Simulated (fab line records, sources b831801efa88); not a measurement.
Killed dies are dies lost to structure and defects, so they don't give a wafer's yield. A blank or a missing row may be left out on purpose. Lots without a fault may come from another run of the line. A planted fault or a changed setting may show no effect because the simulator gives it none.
Which tool did it? | flow gf180mcu | 13 lots, 39 wafers sampled, at 4 steps of a route of 602

WHAT THE GAUGES READ, wafer by wafer
GF_STI_THK_MEAS_02. Usual: STI_OXIDATION_THK 10.05 nm, standard deviation 0.2.
lot  | measured    | on            | STI_OXIDATION_THK (nm) | flag
L811 | day 1 11:41 | film_metro-04 | 9.88 9.80 9.75         |
L812 | day 1 16:58 | film_metro-04 | 9.92 10.14 9.89        |
L813 | day 1 21:31 | film_metro-04 | 9.66 9.85 9.70         |
L814 | day 2 02:32 | film_metro-02 | 9.95 9.92 10.10        |
L815 | day 2 07:31 | film_metro-02 | 10.07 10.02 9.98       |
L817 | day 2 18:38 | film_metro-02 | 9.87 9.97 9.88         |
L823 | day 4 00:35 | film_metro-01 | 9.83 9.99 9.87         |
L825 | day 4 10:14 | film_metro-04 | 10.03 9.98 10.02       |
L828 | day 5 01:54 | film_metro-01 | 9.99 9.76 9.95         |
L829 | day 5 05:32 | film_metro-04 | 9.94 9.85 10.22        |
L830 | day 5 10:31 | film_metro-02 | 10.46 10.01 10.15      |
L832 | day 5 20:31 | film_metro-02 | 10.40 10.43 10.31      |
L834 | day 6 06:31 | film_metro-04 | 10.13 10.13 10.03      |

GF_STI_THK_MEAS_30. Usual: STI_OXIDATION_02_THK 10.07 nm, standard deviation 0.18.
lot  | measured    | on            | STI_OXIDATION_02_THK (nm) | flag
L811 | day 2 06:08 | film_metro-02 | 9.91 10.02 9.92           |
L812 | day 2 13:35 | film_metro-02 | 16.08 16.64 16.35         | OFF
L813 | day 2 18:53 | film_metro-01 | 16.22 16.29 16.10         | OFF
L814 | day 2 21:02 | film_metro-04 | 10.14 10.15 10.08         |
L815 | day 3 03:31 | film_metro-04 | 15.50 15.90 16.01         | OFF
L817 | day 3 13:20 | film_metro-04 | 10.18 10.11 10.11         |
L823 | day 4 23:20 | film_metro-01 | 10.15 10.19 10.19         |
L825 | day 5 06:55 | film_metro-02 | 9.92 10.22 10.04          |
L828 | day 5 23:32 | film_metro-01 | 10.22 10.09 10.09         |
L829 | day 6 02:55 | film_metro-04 | 10.09 10.36 10.11         |
L830 | day 6 07:55 | film_metro-02 | 10.06 10.03 10.09         |
L832 | day 6 18:23 | film_metro-01 | 10.35 10.21 10.24         |
L834 | day 7 06:39 | film_metro-02 | 9.83 9.88 10.02           |

GF_NWELL_TW_MEAS_11. Usual: NWELL_TW 1580, standard deviation 15.
lot  | measured    | on            | NWELL_TW       | flag
L811 | day 3 07:40 | film_metro-02 | 1570 1563 1566 |
L812 | day 3 13:25 | film_metro-03 | 1597 1586 1581 |
L813 | day 3 18:10 | film_metro-01 | 1585 1594 1590 |
L814 | day 3 23:43 | film_metro-01 | 1587 1580 1592 |
L815 | day 4 04:12 | film_metro-03 | 1585 1587 1593 |
L817 | day 4 16:06 | film_metro-03 | 1584 1581 1590 |
L823 | day 6 03:31 | film_metro-02 | 1555 1567 1565 |
L825 | day 6 13:17 | film_metro-03 | 1572 1578 1579 |
L828 | day 7 06:36 | film_metro-01 | 1598 1593 1591 |
L829 | day 7 10:05 | film_metro-01 | 1585 1598 1598 |
L830 | day 7 15:14 | film_metro-02 | 1564 1558 1547 |
L832 | day 8 03:10 | film_metro-01 | 1595 1591 1589 |
L834 | day 8 14:45 | film_metro-01 | 1586 1581 1585 |

WHICH TOOL RAN EACH LOT (tool, then ch and the chambers of the sampled wafers, then the start)
lot  | GF_STI_OXIDATION_29
L811 | furnace-02 ch 0, day 2 04:45
L812 | furnace-01 ch 0, day 2 10:13 and furnace-02 ch 0, day 2 12:11
L813 | furnace-01 ch 0, day 2 15:50 and furnace-02 ch 0, day 2 17:24
L814 | furnace-01 ch 0, day 2 19:37
L815 | furnace-02 ch 0, day 3 00:30
L817 | furnace-01 ch 0, day 3 11:56
L823 | furnace-02 ch 0, day 4 21:57
L825 | furnace-02 ch 0, day 5 05:32
L828 | furnace-01 ch 0, day 5 22:07
L829 | furnace-01 ch 0, day 6 01:31
L830 | furnace-01 ch 0, day 6 06:31
L832 | furnace-02 ch 0, day 6 16:59
L834 | furnace-02 ch 0, day 7 05:14
- GF_STI_OXIDATION_29: stabilise 600 s, purge 300 s, target thk 10 nm.

WHAT THE TOOLS THEMSELVES READ (means of the sampled wafers that have a number; where no wafer has one, the mark that the record gives instead)
GF_STI_OXIDATION_29. Usual: spike_tc_upper_C 900.2 C, standard deviation 1.4.
lot  | tool                  | spike_tc_upper_C (C) | flag
L811 | furnace-02            | 901.4                |
L812 | furnace-01/furnace-02 | 900.4                |
L813 | furnace-01/furnace-02 | 900.6                |
L814 | furnace-01            | 898.0                |
L815 | furnace-02            | 901.2                |
L817 | furnace-01            | 899.3                |
L823 | furnace-02            | 900.8                |
L825 | furnace-02            | 899.9                |
L828 | furnace-01            | 899.9                |
L829 | furnace-01            | 898.7                |
L830 | furnace-01            | 900.8                |
L832 | furnace-02            | 901.4                |
L834 | furnace-02            | 901.2                |

THE ANSWER, worked out from the rows above alone
Rule: a lot is off if the mean of its wafers that have a number lies more than 3 standard deviations from the usual mean. A lot without any number at a reading at which 4 lots or more have one is off too. The other lots that the step has rows for count as sound. The gauges are gone through in route order, then the tools' own readings, and for those a lot's mean is taken as printed above. The first step at which some lot is off is used, and at that step the reading that is off furthest; a lot without a number counts as furthest.
Off: L812, L813, L815, at GF_STI_THK_MEAS_30 (STI_OXIDATION_02_THK).
A tool fits if, at a process step before that reading, it ran every lot that is off, and no sound lot after the first of them. The gauges at GF_STI_THK_MEAS_30 are tried like those tools. None of those tried fits.

WHAT THE SIMULATOR HAD PUT IN
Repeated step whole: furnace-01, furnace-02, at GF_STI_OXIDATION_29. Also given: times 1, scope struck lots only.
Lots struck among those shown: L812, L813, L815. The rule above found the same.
